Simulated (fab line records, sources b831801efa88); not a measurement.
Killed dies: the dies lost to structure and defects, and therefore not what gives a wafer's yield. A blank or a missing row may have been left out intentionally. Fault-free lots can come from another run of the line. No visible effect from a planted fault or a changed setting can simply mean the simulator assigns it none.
Comparing a struck lot with a sound one || flow gf180mcu || 17 steps out of a route of 602
Sound: wafers L411.1, L411.4, L411.6. Struck: wafer L427.5. (L427.4 of the same lot was not struck and is left out.) The cause comes at the end.
Order at every step that has rows: each side's tool, ch and its chambers, its first start. Under that, the readings that differ: sound wafers || struck wafers || difference of the means || sigmas: that difference in standard deviations of wafers without a fault.
alike: words and numbers the same on both sides, and readings whose means are apart by under 2 such deviations; not compared: readings that were withheld, readings missing a value for some wafer, numbers with overlapping values and no deviation given by the record, and bounds like >300 which may hide the same value.
Wherever a step has rows on one side only, a row that says differs or no value, or a row with sigmas, the two part there. Non-overlapping numbers with no deviation appear without sigmas and do not part them. A reading missing from all wafers of one side parts the sides only when that side holds two or more wafers.

GF_SAB_STRIP_13: strips in O2/N2.
  sound on plasma asher-03 ch 0,1, day 14 23:16; struck on plasma asher-03 ch 0, day 20 14:38
  alike: drypump motor current A, heater power w, oes product au, strip time to endpoint s
  not compared: rf hours counter h
then, 2 steps without rows for these wafers: GF_SALICIDE_CLEAN_00 (cleans in SC1/SC2, time 150 s); GF_SALICIDE_WET_ETCH_01 (etches SiO2 in dHF, target depth 5 nm, time 100 s).
GF_SALICIDE_SPUTTER_02: material Co, target thk 10 nm, time 20 s.
  sound on pvd sputter-03, day 14 23:28; struck on pvd sputter-02, day 20 14:47
  alike: throttle valve pct
GF_SALICIDE_SPUTTER_03: material TiN, target thk 20 nm, time 16.7 s.
  sound on pvd sputter-03, day 14 23:29; struck on pvd sputter-02, day 20 14:49
  alike: throttle valve pct
GF_SALICIDE_RS_MEAS_04: measures by four-point-probe.
  sound on film metro-03, day 14 23:31; struck on film metro-04, day 20 14:55
  alike: SALICIDE_TIN_RS
GF_SALICIDE_THK_MEAS_05: measures by xrf.
  sound on film metro-03, day 14 23:38; struck on film metro-04, day 20 15:00
  alike: SALICIDE_TIN_THK
GF_SALICIDE_RTA_06: time 30 s.
  sound on rtp anneal-01 ch 0, day 14 23:41; struck on rtp anneal-01 ch 0, day 20 15:05
  alike: lamp power pct, wafer_temp_C_max
then, 1 step without rows for these wafers: GF_SALICIDE_WET_ETCH_07 (etches the open film in SPM, target depth 120 nm).
GF_SALICIDE_RTA_08: time 30 s.
  sound on rtp anneal-02 ch 0, day 14 23:53; struck on rtp anneal-02 ch 0, day 20 15:16
  alike: lamp power pct, wafer_temp_C_max
then, 1 step without rows for these wafers: GF_CONTACT_CVD_00 (deposits SiO2, target thk 300 nm, time 50 s).
GF_CONTACT_THK_MEAS_01:
  sound on film metro-01, day 15 00:02; struck on film metro-03, day 20 15:23
  alike: CONTACT_CVD_00_THK
GF_CONTACT_CVD_02: deposits SiO2 from TEOS, target thk 860 nm, time 95.992 s.
  sound on pecvd-03 ch 1,2, day 15 00:05; struck on pecvd-03 ch 2, day 20 15:28
{"reading": "model.SiO2_of_CONTACT_CVD_02.thk nm (nm)", "sound": "857 865.6 869.2", "struck": 1103, "difference": "+239", "sigmas": ""}
  alike: heater power w
GF_CONTACT_THK_MEAS_03:
  sound on film metro-01, day 15 00:10; struck on film metro-01, day 20 15:31
{"reading": "CONTACT_CVD_02_THK (nm)", "sound": "858 865 869", "struck": 1103, "difference": "+239", "sigmas": "+22"}
GF_CONTACT_CMP_04: polishes SiO2.
  sound on cmp-01 ch 1,3, day 15 00:16; struck on cmp-02 ch 1, day 20 15:42
{"reading": "time to endpoint s (s)", "sound": "110 114 115", "struck": 188, "difference": "+75", "sigmas": "+12"}
  alike: motor current A
GF_CONTACT_BOW_MEAS_05:
  sound on film metro-02, day 15 00:31; struck on film metro-01, day 20 15:55
  alike: CONTACT_BOW
then, 1 step without rows for these wafers: GF_PASSIVATION_PROBE_99.

## WHERE THEY PART
Earliest at GF_CONTACT_THK_MEAS_03; latest, in this record, at GF_CONTACT_CMP_04. Later steps at which nothing parts them and some readings are alike: GF_CONTACT_BOW_MEAS_05.

WHY: what the simulator had put in
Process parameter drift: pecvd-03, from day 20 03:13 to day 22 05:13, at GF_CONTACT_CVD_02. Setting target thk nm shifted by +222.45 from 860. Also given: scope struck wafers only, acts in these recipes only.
